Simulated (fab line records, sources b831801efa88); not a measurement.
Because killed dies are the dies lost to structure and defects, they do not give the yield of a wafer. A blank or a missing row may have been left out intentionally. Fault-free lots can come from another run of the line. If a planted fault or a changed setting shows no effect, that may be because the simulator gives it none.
One fault through the eyes of 2 desks	flow sky130	each desk has only its own numbers; what lay behind them comes last

FOR THE TOOL OWNER'S DESK: furnace-01
The tool's own readings at SKY_POLY_GATE_OXIDATION_20 (stabilise 600 s, purge 300 s, target thk 4 nm): means of the sampled wafers that have a number, for each lot that ran on this tool. Marked OUT: a lot whose mean sits more than 4 standard deviations from the usual mean, which makes it out of limits; the brackets give that distance. Readings shown: 7 out of 8 (the first out of limits, and those lying furthest out on some lot).
Columns: A = spikeTcBottomC at SKY_POLY_GATE_OXIDATION_20, usual 866.4 C; B = spikeTcCentreC at SKY_POLY_GATE_OXIDATION_20, usual 850.3 C; C = spikeTcLowerC at SKY_POLY_GATE_OXIDATION_20, usual 850.9 C; D = spikeTcTopC at SKY_POLY_GATE_OXIDATION_20, usual 860.4 C; E = spikeTcUpperC at SKY_POLY_GATE_OXIDATION_20, usual 848.8 C; F = tubeCenterTempC at SKY_POLY_GATE_OXIDATION_20, usual 850 C; G = tube_center_temp_C_max at SKY_POLY_GATE_OXIDATION_20, usual 852.1
lot	first seen here	A	B	C	D	E	F	G
L239	day 16 12:02	865.5	849.8	851.6	861.9	848.5	850	851.8
L240	day 17 00:58	864.4	851.5	851.3	862.1	849.5	850	852.0
L244	day 18 09:58	865.7	849.5	851.4	861.7	849.1	850	852.3
L245	day 18 23:44	865.1	851.0	850.9	861.1	850.3	850	852.0
L248	day 19 22:26	864.9	850.3	851.1	861.8	849.1	850	852.1
L249	day 20 09:22	864.9	850.9	851.4	862.2	849.8	850	852.1
L260	day 24 03:29	856.8	842.1 (-8.2) OUT	842.7 (-8.2) OUT	853.9	840.4 (-7.0) OUT	842 (-99 or more) OUT	844.3 (-22) OUT
L259	day 24 06:56	856.0 (-4.0) OUT	842.6 (-7.7) OUT	842.8 (-8.1) OUT	854.0	841.1 (-6.4) OUT	842 (-99 or more) OUT	843.9 (-24) OUT
This desk finds L259, L260 out of limits, L260 being first, at day 24 03:29 (spikeTcCentreC at SKY_POLY_GATE_OXIDATION_20). Within limits: L239, L240, L244, L245, L248, L249.

AT THE METROLOGY DESK
What the gauges read, lot by lot, whatever tool the lot ran on: means of the sampled wafers that have a number. Marked OUT: a lot whose mean sits more than 4 standard deviations from the usual mean, which makes it out of limits; the brackets give that distance.
Columns: A = POLY_GATE_OXIDATION_THK at SKY_POLY_GATE_THK_MEAS_21, usual 3.99 nm; B = CONTACT_OVL at SKY_CONTACT_OVL_MEAS_15, usual 1 nm
lot	first seen here	A	B
L239	day 16 13:17	3.98	8
L240	day 17 02:14	4.08	6
L241	day 17 10:04	3.93	-8
L244	day 18 11:13	3.94	1
L245	day 19 00:59	4.01	-3
L248	day 19 23:41	4.02	0
L249	day 20 10:37	3.98	-6
L250	day 20 21:11	3.90	1
L253	day 21 16:20	3.97	3
L260	day 24 04:44	3.59 (-5.8) OUT	-3
L259	day 24 08:11	3.57 (-6.0) OUT	8
This desk finds L259, L260 out of limits, with the earliest case on L260 at day 24 04:44 (POLY_GATE_OXIDATION_THK at SKY_POLY_GATE_THK_MEAS_21). Within limits: L239, L240, L241, L244, L245, L248, L249, L250, L253.

TAKEN TOGETHER
On L259, L260, at day 24 03:29, an alarm was possible from the tool owner's desk.
At day 24 04:44 the metrology desk could have sounded an alarm, on L259, L260.
SKY_POLY_GATE_OXIDATION_20 was run on furnace-01 by each of the lots named.

WHAT HAD BEEN PUT IN BY THE SIMULATOR
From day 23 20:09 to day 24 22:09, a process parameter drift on furnace-01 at SKY_POLY_GATE_OXIDATION_20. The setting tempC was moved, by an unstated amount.
Lots struck among those shown: L259, L260.
Time in hours from fault onset to the first out-of-limits reading at each desk: tool owner's desk 7, metrology desk 9.
